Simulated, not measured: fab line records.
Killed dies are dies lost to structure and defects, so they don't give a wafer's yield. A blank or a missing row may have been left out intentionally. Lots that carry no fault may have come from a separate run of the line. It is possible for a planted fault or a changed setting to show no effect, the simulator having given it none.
fab line records    flow sky130
[record] lots = 6  wafers = 18  last-day = 50
route steps=708 shown SD_N@344 SD_P@359 RES_XHIGH@360 PAD_OPEN@708
lots that met no fault: taken from a fault-free run of the same line
start-h: the number of hours between the record's first day and the start of the first shown wafer of the lot    wait-h: how many hours have passed since the lot's step before this one    " same as the row above    L1.1+2: a row that stands for several wafers    - no value, or no start was given    * or withheld: withheld    < > ~ a bound
route shown NAME@n: NAME is a module with steps in the file, n the number in the route of the first one    usual: mean/standard deviation taken from wafers without a fault    same: alike in all rows    chamber/n: place in a boat    sites: per-site readings    _std_site: the standard deviation of these    _edge_site: outer sites' mean less inner sites'    radius-mm: how far each site lies from the wafer's centre    mask NAME#n: copy n    behind: the tool/chamber that last shaped the wafer    hold: cause of the lot's hold/its duration in hours/its outcome    device: which transistor (n, p or np) failed to switch    end of line: the tests these same wafers got at the end of their route    a step given without rows: its recipe and nothing more    killed: dies lost to structure and defects at the first sort, not the wafer's yield    map: the dies of a wafer, with x for killed, . for not killed, _ for no die there
set.NAME: the setting as run; set.NAME@STEP: as run at that earlier step    model.NAME: the simulator's own value behind a step, which no gauge read
lots at selected steps of the route; one table per step, one row per wafer
services: from which hour (start-h, from the record's first day; less than 0 if before it) a tool's chamber was out of use, for how many hours, and why
[[steps]]
[step SKY_SD_N_COAT_02]
[recipe] resist = NOVOLAK  spin-rpm = 3000  resist-thk-nm = 1140
[step SKY_SD_N_SOFTBAKE_03]
[recipe] temp-c = 90  time-s = 60  resist = NOVOLAK
[step SKY_SD_N_EXPOSE_04]
[recipe] mask-id = NSDM  na = 0.6  source-shape = conventional  sigma-outer = 0.6  polarization = unpolarized  target-cd-nm = 380  dose-mj = 139.3
[step SKY_SD_N_PEB_05]
[recipe] temp-c = withheld  time-s = *  resist = NOVOLAK
[step SKY_SD_N_DEVELOP_06]
[recipe] resist = NOVOLAK  developer = TMAH  develop-time-s = 60  dev-temp-c = 23
[step SKY_SD_N_CD_MEAS_07]
[recipe] target-cd-nm = 380
[usual] cd-nm = 379.2/2.3
lot.wafer  tool       chamber  start-h  wait-h  cd-nm
L144.1     cd-sem-02  -        671.62   0.1     379.8
L144.2     "          -        "        "       377.9
L144.5     "          -        "        "       378.8
L147.1     cd-sem-01  -        673.65   0.1     380.6
L147.2     "          -        "        "       378.8
L147.3     "          -        "        "       379.1
L155.4     cd-sem-01  -        737.27   0.1     379.8
L155.5     "          -        "        "       378.6
L155.6     "          -        "        "       378.0
L156.1     cd-sem-02  -        738.12   0.1     377.7
L156.2     "          -        "        "       377.0
L156.4     "          -        "        "       377.0
L163.3     cd-sem-02  -        805.29   0.1     383.4
L163.4     "          -        "        "       380.8
L163.5     "          -        "        "       383.4
L165.2     cd-sem-01  -        817.68   0.1     380.1
L165.3     "          -        "        "       379.4
L165.5     "          -        "        "       381.0
[step SKY_SD_N_OVL_MEAS_08]
[usual] SD_N_OVL = 1.0/1.7
lot.wafer  tool        chamber  start-h  wait-h  SD_N_OVL[nm]
L144.1     overlay-01  -        671.74   0.1     1.0
L144.2     "           -        "        "       0.6
L144.5     "           -        "        "       1.0
L147.1     overlay-01  -        673.77   0.1     1.6
L147.2     "           -        "        "       3.8
L147.3     "           -        "        "       1.8
L155.4     overlay-02  -        737.35   0.1     -2.7
L155.5     "           -        "        "       -2.0
L155.6     "           -        "        "       -1.1
L156.1     overlay-02  -        738.24   0.1     0.6
L156.2     "           -        "        "       0.9
L156.4     "           -        "        "       1.8
L163.3     overlay-02  -        805.39   0.1     2.9
L163.4     "           -        "        "       2.0
L163.5     "           -        "        "       3.2
L165.2     overlay-01  -        817.79   0.1     1.3
L165.3     "           -        "        "       3.2
L165.5     "           -        "        "       4.0
[step SKY_SD_N_IMPLANT_09]
[recipe] species = As  energy-kev = 50  dose-cm2 = 4e+15  tilt-deg = 0
[step SKY_SD_N_IMPLANT_10]
[recipe] species = P  energy-kev = 20  dose-cm2 = 1e+14  tilt-deg = 0
[step SKY_SD_N_STRIP_11]
[recipe] chemistry = O2/N2  power-w = 1400  pressure-mtorr = 1500  platen-temp-c = withheld  o2-flow-sccm = 3000  n2-flow-sccm = 300  overash-fraction = 0.5
[usual] drypump-motor-current-A = 5.82/0.28  n2-flow-sccm = 299.9/1  oes-product-au = 0.527/0.0044  strip-time-to-endpoint-s = 22.53/0.041
lot.wafer  tool             chamber  start-h  wait-h  drypump-motor-current-A  n2-flow-sccm  oes-product-au  rf-hours-counter-h  strip-time-to-endpoint-s
L144.1     plasma-asher-03  1        672.08   0.1     5.41                     300.9         0.531           83                  22.48
L144.2     "                0        "        "       5.63                     301.2         0.523           83                  22.52
L144.5     "                0        "        "       5.64                     300.4         0.525           -                   22.50
L147.1     plasma-asher-02  1        674.11   0.1     5.78                     299.4         0.533           101                 22.51
L147.2     "                0        "        "       5.63                     298.8         0.530           101                 22.53
L147.3     "                1        "        "       5.75                     299.3         0.521           -                   22.50
L155.4     plasma-asher-03  1        737.70   0.1     5.42                     300.0         0.523           -                   22.59
L155.5     "                0        "        "       5.65                     299.7         0.528           -                   22.59
L155.6     "                1        "        "       5.42                     299.7         0.527           -                   22.57
L156.1     plasma-asher-01  0        738.58   0.1     5.98                     299.6         0.527           60                  22.54
L156.2     "                1        "        "       6.29                     299.8         0.528           60                  22.55
L156.4     "                0        "        "       5.98                     299.7         0.524           -                   22.54
L163.3     plasma-asher-02  1        805.74   0.1     5.78                     300.3         0.524           -                   22.49
L163.4     "                0        "        "       5.61                     299.9         0.521           -                   22.51
L163.5     "                1        "        "       5.79                     299.6         0.538           -                   22.49
L165.2     plasma-asher-02  1        818.12   0.1     5.80                     301.5         0.526           7                   22.56
L165.3     "                0        "        "       5.63                     298.0         0.526           -                   22.53
L165.5     "                0        "        "       5.61                     298.0         0.532           -                   22.56
[step SKY_SD_N_TW_MEAS_12]
[usual] SD_N_TW = 3997/40
lot.wafer  tool           chamber  start-h  wait-h  SD_N_TW
L144.1     film-metro-04  -        672.18   0.1     4030
L144.2     "              -        "        "       4049
L144.5     "              -        "        "       4029
L147.1     film-metro-02  -        674.21   0.1     3935
L147.2     "              -        "        "       3941
L147.3     "              -        "        "       3924
L155.4     film-metro-02  -        737.80   0.1     3951
L155.5     "              -        "        "       3940
L155.6     "              -        "        "       3952
L156.1     film-metro-03  -        738.68   0.1     4025
L156.2     "              -        "        "       3989
L156.4     "              -        "        "       3997
L163.3     film-metro-03  -        805.83   0.1     3983
L163.4     "              -        "        "       3974
L163.5     "              -        "        "       4026
L165.2     film-metro-03  -        818.23   0.1     4009
L165.3     "              -        "        "       3994
L165.5     "              -        "        "       3992
[step SKY_SD_N_CLEAN_13]
[recipe] chemistry = SC1/SC2  mix = 1:4:20  temp-c = 70  time-s = 150  dry = n2-spin
[step SKY_SD_N_RTA_14]
[recipe] temp-c = 1075  time-s = 2  idle-temp-c = 650  ramp-up-c-per-s = 150  ramp-down-c-per-s = 90  ambient = N2
[usual] lamp-power-pct = 15.73/0.059  ramp-up-c-per-s = 150.00/0.027  wafer_temp_C_max = 1078.0/1.3
lot.wafer  tool           chamber  start-h  wait-h  lamp-power-pct  ramp-up-c-per-s  wafer_temp_C_max
L144.1     rtp-anneal-02  0        672.29   0.0     15.68           150.03           1079.5
L144.2     "              0        "        "       15.82           150.05           1079.8
L144.5     "              0        "        "       15.78           150.02           1077.8
L147.1     rtp-anneal-02  0        674.32   0.0     15.79           149.99           1077.2
L147.2     "              0        "        "       15.77           149.97           1076.5
L147.3     "              0        "        "       15.73           150.01           1076.1
L155.4     rtp-anneal-01  0        737.91   0.0     15.82           150.01           1077.1
L155.5     "              0        "        "       15.79           150.04           1076.7
L155.6     "              0        "        "       15.70           150.01           1077.5
L156.1     rtp-anneal-02  0        738.79   0.0     15.75           149.97           1077.2
L156.2     "              0        "        "       15.79           150.02           1077.8
L156.4     "              0        "        "       15.77           150.02           1077.7
L163.3     rtp-anneal-01  0        805.94   0.0     15.25           149.95           1078.9
L163.4     "              0        "        "       15.25           149.93           1078.8
L163.5     "              0        "        "       15.19           150.02           1079.1
L165.2     rtp-anneal-01  0        818.34   0.0     15.29           149.99           1078.1
L165.3     "              0        "        "       15.27           150.06           1076.8
L165.5     "              0        "        "       15.30           150.01           1077.1
[step SKY_SD_N_RS_MEAS_16]
[recipe] thk-meas-gauge = four-point-probe
[usual] SD_N_RS = 68.57/0.11
lot.wafer  tool           chamber  start-h  wait-h  hold                      SD_N_RS[ohm/sq]
L144.1     film-metro-03  -        672.46   0.1     -                         68.42
L144.2     "              -        "        "       -                         68.59
L144.5     "              -        "        "       -                         68.68
L147.1     film-metro-04  -        674.49   0.1     -                         68.56
L147.2     "              -        "        "       -                         68.44
L147.3     "              -        "        "       -                         68.44
L155.4     film-metro-03  -        738.12   0.1     -                         68.46
L155.5     "              -        "        "       -                         68.47
L155.6     "              -        "        "       -                         68.61
L156.1     film-metro-02  -        738.96   0.1     -                         68.50
L156.2     "              -        "        "       -                         68.49
L156.4     "              -        "        "       -                         68.47
L163.3     film-metro-02  -        806.13   0.1     await-dispo/0.2h/release  71.05
L163.4     "              -        "        "       await-dispo/0.2h/release  70.77
L163.5     "              -        "        "       await-dispo/0.2h/release  70.70
L163.3     film-metro-02  -        806.49   0.3     -                         70.80
L163.4     "              -        "        "       -                         70.81
L163.5     "              -        "        "       -                         70.73
L165.2     film-metro-04  -        818.53   0.1     await-dispo/0.2h/release  70.71
L165.3     "              -        "        "       await-dispo/0.2h/release  70.79
L165.5     "              -        "        "       await-dispo/0.2h/release  70.89
L165.2     film-metro-04  -        818.89   0.3     -                         70.68
L165.3     "              -        "        "       -                         70.68
L165.5     "              -        "        "       -                         70.69
[step SKY_SD_N_RS_MEAS_17]
[recipe] thk-meas-gauge = four-point-probe
[usual] SD_P_RS = 147.1/0.37
lot.wafer  tool           chamber  start-h  wait-h  hold                      SD_P_RS[ohm/sq]
L144.1     film-metro-03  -        672.58   0.1     -                         147.1
L144.2     "              -        "        "       -                         147.2
L144.5     "              -        "        "       -                         147.4
L147.1     film-metro-04  -        674.61   0.1     -                         147.3
L147.2     "              -        "        "       -                         146.5
L147.3     "              -        "        "       -                         147.1
L155.4     film-metro-03  -        738.24   0.1     -                         146.9
L155.5     "              -        "        "       -                         147.0
L155.6     "              -        "        "       -                         147.0
L156.1     film-metro-02  -        739.08   0.1     -                         147.2
L156.2     "              -        "        "       -                         146.6
L156.4     "              -        "        "       -                         146.4
L163.3     film-metro-02  -        807.60   1.1     await-dispo/0.2h/release  159.8
L163.4     "              -        "        "       await-dispo/0.2h/release  159.7
L163.5     "              -        "        "       await-dispo/0.2h/release  159.6
L163.3     film-metro-02  -        807.90   0.3     -                         159.6
L163.4     "              -        "        "       -                         159.6
L163.5     "              -        "        "       -                         160.3
L165.2     film-metro-04  -        823.78   4.9     await-dispo/0.2h/release  159.5
L165.3     "              -        "        "       await-dispo/0.2h/release  159.6
L165.5     "              -        "        "       await-dispo/0.2h/release  159.7
L165.2     film-metro-04  -        824.06   0.3     -                         159.4
L165.3     "              -        "        "       -                         159.9
L165.5     "              -        "        "       -                         159.9
[step SKY_SD_N_RS_MEAS_18]
[recipe] thk-meas-gauge = four-point-probe
[usual] RES_XHIGH_RS = 330.0/1.3
lot.wafer  tool           chamber  start-h  wait-h  hold                      RES_XHIGH_RS[ohm/sq]
L144.1     film-metro-03  -        672.70   0.1     -                         330.8
L144.2     "              -        "        "       -                         330.7
L144.5     "              -        "        "       -                         331.7
L147.1     film-metro-04  -        674.73   0.1     -                         331.4
L147.2     "              -        "        "       -                         331.8
L147.3     "              -        "        "       -                         331.6
L155.4     film-metro-03  -        738.36   0.1     -                         330.3
L155.5     "              -        "        "       -                         329.3
L155.6     "              -        "        "       -                         328.7
L156.1     film-metro-02  -        739.20   0.1     -                         330.6
L156.2     "              -        "        "       -                         330.4
L156.4     "              -        "        "       -                         331.3
L163.3     film-metro-02  -        814.54   6.6     await-dispo/6.5h/release  329.5
L163.4     "              -        "        "       await-dispo/6.5h/release  329.6
L163.5     "              -        "        "       await-dispo/6.5h/release  329.0
L165.2     film-metro-04  -        827.18   3.1     await-dispo/3.0h/release  328.4
L165.3     "              -        "        "       await-dispo/3.0h/release  327.2
L165.5     "              -        "        "       await-dispo/3.0h/release  328.7
[step SKY_PAD_OPEN_PROBE_99]
[usual] killed_at_M0_to_M3 = 43/7.5  killed_at_M4_up = 3.0/1.6  killed-at-contacts = 23/5.8  killed-at-front-end = 14/4.8  killed-at-other = 0.3/0.52  killed-dies = 84/9.1  killed-open = 47/7.2  killed-short = 37/5.8
[same] gross-dies = 492  killed-at-back-side = 0
lot.wafer  tool       chamber  start-h  wait-h  killed_at_M0_to_M3  killed_at_M4_up  killed-at-contacts  killed-at-front-end  killed-at-other  killed-dies  killed-open  killed-short  model.etest.res-xhigh-po.line-ohm-um  model.etest.res-xhigh-po.rs-ohm-sq  model.etest.pfet_01v8.r-on-ohm-um  model.etest.res-pdiff.line-ohm-um  model.etest.res-high-po.line-ohm-um  model.etest.licon-high-po.rc-ohm  model.etest.licon-pdiff.rc-ohm  model.etest.res-high-po.rs-ohm-sq
L144.1     prober-02  -        1095.55  0.1     37                  2                29                  11                   0                79           43           36            5660                                  2008                                2904                               1344                               753.9                                339                               595.4                           263.5
L144.2     prober-02  -        1095.60  0.1     38                  7                26                  16                   0                87           48           39            5636                                  1998                                2908                               1368                               732                                  355.6                             556.3                           256.4
L144.5     prober-02  -        1095.75  0.2     45                  6                16                  10                   1                78           38           40            5696                                  1983                                2829                               1343                               749.4                                341.8                             569.2                           259
L147.1     prober-02  -        1096.97  0.1     40                  3                28                  15                   0                86           53           33            5746                                  2082                                3012                               1341                               735.9                                348.8                             591.9                           262.5
L147.2     prober-02  -        1097.02  0.1     47                  2                20                  12                   0                81           50           31            5752                                  2015                                3028                               1289                               724.6                                337.2                             568.8                           260.1
L147.3     prober-02  -        1097.07  0.2     52                  4                16                  11                   0                83           37           46            6075                                  2087                                2880                               1360                               768.7                                354.7                             591                             265.2
L155.4     prober-01  -        1143.79  0.2     51                  7                17                  14                   2                91           57           34            5703                                  1978                                2924                               1348                               729.2                                359.1                             598.9                           257
L155.5     prober-01  -        1143.84  0.2     42                  1                21                  12                   1                77           40           37            5682                                  2032                                2968                               1391                               746.9                                362.4                             611.8                           262.4
L155.6     prober-01  -        1143.89  0.2     42                  3                30                  6                    0                81           42           39            5761                                  2014                                2860                               1386                               749.2                                361.9                             580.7                           259.6
L156.1     prober-02  -        1145.13  0.1     46                  1                23                  11                   0                81           44           37            5632                                  2013                                2774                               1356                               756                                  338.8                             580.9                           264
L156.2     prober-02  -        1145.18  0.1     28                  4                18                  18                   0                68           32           36            5672                                  1984                                2731                               1342                               738.3                                358                               591.5                           256.6
L156.4     prober-02  -        1145.28  0.2     38                  5                11                  14                   0                68           33           35            5464                                  1938                                2759                               1356                               733.8                                337.8                             578.8                           257
L163.3     prober-01  -        1184.08  0.2     64                  2                15                  10                   0                91           51           40            6348                                  2190                                3082                               1519                               813.5                                421                               632.2                           283.3
L163.4     prober-01  -        1184.13  0.2     47                  3                20                  15                   0                85           49           36            6382                                  2211                                3022                               1476                               816.7                                421                               605                             282.7
L163.5     prober-01  -        1184.18  0.2     51                  1                13                  12                   0                77           50           27            6084                                  2108                                3083                               1511                               801.1                                404.5                             628.6                           277.6
L165.2     prober-01  -        1194.56  0.1     44                  6                13                  19                   0                82           46           36            6656                                  2372                                3147                               1517                               857                                  437.2                             643.9                           302.9
L165.3     prober-01  -        1194.61  0.2     38                  4                19                  18                   0                79           49           30            6606                                  2297                                3087                               1510                               859.3                                425.3                             638.9                           301.9
L165.5     prober-01  -        1194.71  0.2     38                  0                34                  16                   0                88           54           34            7090                                  2439                                2996                               1481                               916.6                                451.2                             580.6                           312
// killed by level:class
L144.1 CONTACT:geometric-particle:open=12 VIA1:geometric-particle:open=8 LI_CONTACT:geometric-particle:open=7 METAL1:geometric-particle:short=7 LI_CONTACT:geometric-particle:short=5 CONTACT:geometric-particle:short=5 VIA1:geometric-particle:short=5 VIA2:geometric-particle:open=5
L144.2 VIA1:geometric-particle:open=11 CONTACT:geometric-particle:open=9 CONTACT:geometric-particle:short=9 POLY_GATE:geometric-particle:open=6 METAL2:geometric-particle:short=6 VIA2:geometric-particle:open=6 METAL4:geometric-particle:short=5 VIA1:geometric-particle:short=4
L144.5 VIA1:geometric-particle:open=11 METAL2:geometric-particle:short=8 CONTACT:geometric-particle:open=7 METAL1:geometric-particle:short=6 VIA3:geometric-particle:open=6 LOCAL_INTERCONNECT:geometric-particle:short=4 VIA1:geometric-particle:short=4 METAL4:geometric-particle:short=4
L147.1 VIA1:geometric-particle:open=16 CONTACT:geometric-particle:open=12 LI_CONTACT:geometric-particle:open=7 VIA2:geometric-particle:open=6 METAL1:geometric-particle:short=5 FIELD_ISO:geometric-particle:short=4 POLY_GATE:geometric-particle:short=4 POLY_GATE:geometric-particle:open=4
L147.2 VIA1:geometric-particle:open=17 METAL1:geometric-particle:short=7 LI_CONTACT:geometric-particle:open=6 CONTACT:geometric-particle:open=5 FIELD_ISO:geometric-particle:open=4 POLY_GATE:geometric-particle:open=4 LI_CONTACT:geometric-particle:short=4 METAL2:geometric-particle:short=4
L147.3 METAL2:geometric-particle:short=12 VIA1:geometric-particle:open=11 METAL1:geometric-particle:short=7 CONTACT:geometric-particle:short=6 CONTACT:geometric-particle:open=6 VIA3:geometric-particle:open=6 VIA1:geometric-particle:short=5 VIA2:geometric-particle:open=5
L155.4 VIA1:geometric-particle:open=12 VIA2:geometric-particle:open=10 VIA3:geometric-particle:open=8 CONTACT:geometric-particle:open=6 METAL4:geometric-particle:short=5 FIELD_ISO:geometric-particle:open=4 FIELD_ISO:geometric-particle:short=4 LI_CONTACT:geometric-particle:open=4
L155.5 CONTACT:geometric-particle:open=9 VIA1:geometric-particle:open=9 METAL3:geometric-particle:short=7 METAL2:geometric-particle:short=5 LI_CONTACT:geometric-particle:open=5 LOCAL_INTERCONNECT:geometric-particle:short=5 METAL1:geometric-particle:short=5 FIELD_ISO:geometric-particle:open=4
L155.6 VIA1:geometric-particle:open=14 LOCAL_INTERCONNECT:geometric-particle:short=8 CONTACT:geometric-particle:open=8 LI_CONTACT:geometric-particle:open=7 VIA1:geometric-particle:short=6 CONTACT:geometric-particle:short=5 VIA3:geometric-particle:open=4 METAL1:geometric-particle:short=4
L156.1 CONTACT:geometric-particle:open=9 VIA1:geometric-particle:open=8 CONTACT:geometric-particle:short=7 VIA3:geometric-particle:open=7 VIA2:geometric-particle:open=6 LI_CONTACT:geometric-particle:open=4 METAL1:geometric-particle:short=4 VIA1:geometric-particle:short=4
L156.2 CONTACT:geometric-particle:open=11 METAL1:geometric-particle:short=6 SPACER:geometric-particle:short=4 CONTACT:geometric-particle:short=4 VIA1:geometric-particle:short=4 FIELD_ISO:geometric-particle:short=3 FIELD_ISO:geometric-particle:open=3 VIA3:geometric-particle:open=3
L156.4 VIA1:geometric-particle:open=9 VIA3:geometric-particle:open=6 FIELD_ISO:geometric-particle:short=5 METAL2:geometric-particle:short=5 POLY_GATE:geometric-particle:short=4 VIA2:geometric-particle:open=4 LI_CONTACT:geometric-particle:open=3 LOCAL_INTERCONNECT:geometric-particle:short=3
L163.3 VIA1:geometric-particle:open=12 VIA2:geometric-particle:open=11 METAL1:geometric-particle:short=10 LI_CONTACT:geometric-particle:open=7 METAL2:geometric-particle:short=7 CONTACT:geometric-particle:open=6 VIA1:geometric-particle:short=6 VIA2:geometric-particle:short=6
L163.4 VIA2:geometric-particle:open=10 VIA1:geometric-particle:open=9 CONTACT:geometric-particle:open=9 VIA3:geometric-particle:open=6 FIELD_ISO:geometric-particle:short=5 VIA2:geometric-particle:short=5 CONTACT:geometric-particle:short=5 FIELD_ISO:geometric-particle:open=4
L163.5 VIA1:geometric-particle:open=16 CONTACT:geometric-particle:open=7 VIA3:geometric-particle:open=7 LI_CONTACT:geometric-particle:open=5 VIA1:geometric-particle:short=5 METAL3:geometric-particle:short=4 METAL1:geometric-particle:short=4 VIA2:geometric-particle:open=4
L165.2 VIA3:geometric-particle:open=8 CONTACT:geometric-particle:open=8 VIA2:geometric-particle:open=8 POLY_GATE:geometric-particle:short=7 VIA1:geometric-particle:open=6 FIELD_ISO:geometric-particle:short=5 VIA1:geometric-particle:short=4 VIA2:geometric-particle:short=4
L165.3 VIA1:geometric-particle:open=11 VIA2:geometric-particle:open=7 FIELD_ISO:geometric-particle:open=6 VIA1:geometric-particle:short=6 CONTACT:geometric-particle:open=6 VIA3:geometric-particle:open=6 POLY_GATE:geometric-particle:short=5 METAL2:geometric-particle:open=5
L165.5 CONTACT:geometric-particle:open=14 LI_CONTACT:geometric-particle:open=11 VIA3:geometric-particle:open=8 FIELD_ISO:geometric-particle:short=6 VIA1:geometric-particle:open=6 METAL2:geometric-particle:short=6 VIA2:geometric-particle:open=6 SPACER:geometric-particle:short=4
[[services]]
tool             chamber  start-h  hours  kind
plasma-asher-03  -        649.23   1.9    repair
plasma-asher-03  -        700.42   1.3    repair
plasma-asher-03  -        704.45   2.7    repair
plasma-asher-02  -        725.05   4.6    repair
plasma-asher-02  -        733.75   9.0    pm
plasma-asher-02  0        733.75   9.0    vent-cycle
plasma-asher-02  1        733.75   9.0    vent-cycle
plasma-asher-02  0        742.75   -      clean
plasma-asher-02  1        742.75   -      clean
plasma-asher-03  -        757.17   7.1    repair
plasma-asher-02  -        796.97   2.8    pm
rtp-anneal-02    -        807.18   5.8    pm
[[key]]
[first-sign] step = SKY_SD_N_RTA_14  reading = lamp-power-pct  direction = down  sigmas = 8  usual = 15.73  struck = 15.26
[effect] step = SKY_SD_N_RS_MEAS_16  reading = visit  direction = added
[effect] step = SKY_SD_N_RS_MEAS_16  reading = SD_N_RS  direction = up  sigmas = 21  usual = 68.57  struck = 70.82
[effect] step = SKY_SD_N_RS_MEAS_17  reading = visit  direction = added
[effect] step = SKY_SD_N_RS_MEAS_17  reading = SD_P_RS  direction = up  sigmas = 34  usual = 147.1  struck = 159.7
[model-effect] step = SKY_PAD_OPEN_PROBE_99  value = etest.res-xhigh-po.line-ohm-um  without = 5684  struck = 6528
met-at SKY_SD_N_RTA_14
struck-wafers L163.3,L163.4,L163.5,L165.2,L165.3,L165.5
tester-left-out L163,L165
onset-between 737.91 805.94
[fault] kind = process-parameter-drift  tool = rtp-anneal-01  chamber = -  onset-h = 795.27  steps = SKY_SD_N_RTA_14  channel = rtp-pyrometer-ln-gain  offset = 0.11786  shape = step  end-h = 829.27
// tester-left-out: of these lots the tester's yield and bins aren't shown, on N5 and GAA mostly nor the transistor test; their killed dies are dies lost to structure and defects alone, not to doping, threshold or leakage, so they don't give the yield
